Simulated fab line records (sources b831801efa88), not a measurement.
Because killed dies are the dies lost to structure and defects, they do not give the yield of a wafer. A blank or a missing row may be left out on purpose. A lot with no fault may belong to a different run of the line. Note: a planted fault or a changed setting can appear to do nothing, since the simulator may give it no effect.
Struck lot and sound lot, side by side / flow sky130 / 14 steps out of a route of 708
Sound: wafers L849.2, L849.4, L849.5. Wafers struck: L863.1, L863.3, L863.6. The cause is given at the end.
At each step with rows: each side's tool, then ch and its chambers, then its first start. Under that, the readings that differ: sound wafers / struck wafers / difference of the means / sigmas: that difference in standard deviations of wafers without a fault.
alike: same words and numbers on both sides, and readings whose means sit less than 2 such deviations apart. not compared: any withheld reading, any reading some wafer has no value for, any bound like >300 that may hide the same value, and any number with overlapping values for which the record gives no deviation.
A row with sigmas, a row that says differs or no value, or rows on one side alone: a step with any of these is where the two part. When numbers do not overlap yet have no deviation, they are printed without sigmas and do not part them. Lack of a reading on every wafer of one side parts them only where that side has two or more wafers.

first, 4 steps without rows for these wafers: SKY_PWDE_SOFTBAKE_03; SKY_PWDE_EXPOSE_04 (exposes mask PWDEM, target cd 840 nm); SKY_PWDE_PEB_05; SKY_PWDE_DEVELOP_06 (develop time 60 s).
SKY_PWDE_OVL_MEAS_07:
  sound on overlay-01 at day 5 09:04; struck on overlay-02 at day 8 17:47
  alike: PWDE_OVL
following that, these wafers have no rows for 1 step: SKY_PWDE_IMPLANT_08.
SKY_PWDE_STRIP_09: strips in O2/N2.
  sound on plasma asher-03 ch 0,1, day 5 09:14; struck on plasma asher-01 ch 0,1, day 8 17:59
  alike: drypump motor current A, oes product au, strip time to endpoint s
  not compared: rf hours counter h
SKY_PWDE_TW_MEAS_10:
  sound on film metro-02 at day 5 09:21; struck on film metro-02 at day 8 18:04
  alike: PWDE_TW
then, 4 steps without rows for these wafers: SKY_NWELL_DEHYDRATE_03 (time 60 s); SKY_NWELL_HMDS_04 (prime time 60 s); SKY_NWELL_COAT_05 (resist thk 3000 nm); SKY_NWELL_SOFTBAKE_06.
SKY_NWELL_EXPOSE_07: exposes mask NWM, target cd 840 nm.
  struck on iline stepper-02, day 9 04:44; sound on iline stepper-01 ch 0, day 5 18:15
  no value came back on the struck wafers for exposure dose mJ cm2, focus offset nm (nm), na, reticle temp C (C); on the sound wafers exposure dose mJ cm2 reads 255.16 254.73 255.02
  alike: mask
following that, these wafers have no rows for 1 step: SKY_NWELL_PEB_08.

## WHERE THEY PART
SKY_NWELL_EXPOSE_07 only, going by this record.

WHY: the cause the simulator had injected
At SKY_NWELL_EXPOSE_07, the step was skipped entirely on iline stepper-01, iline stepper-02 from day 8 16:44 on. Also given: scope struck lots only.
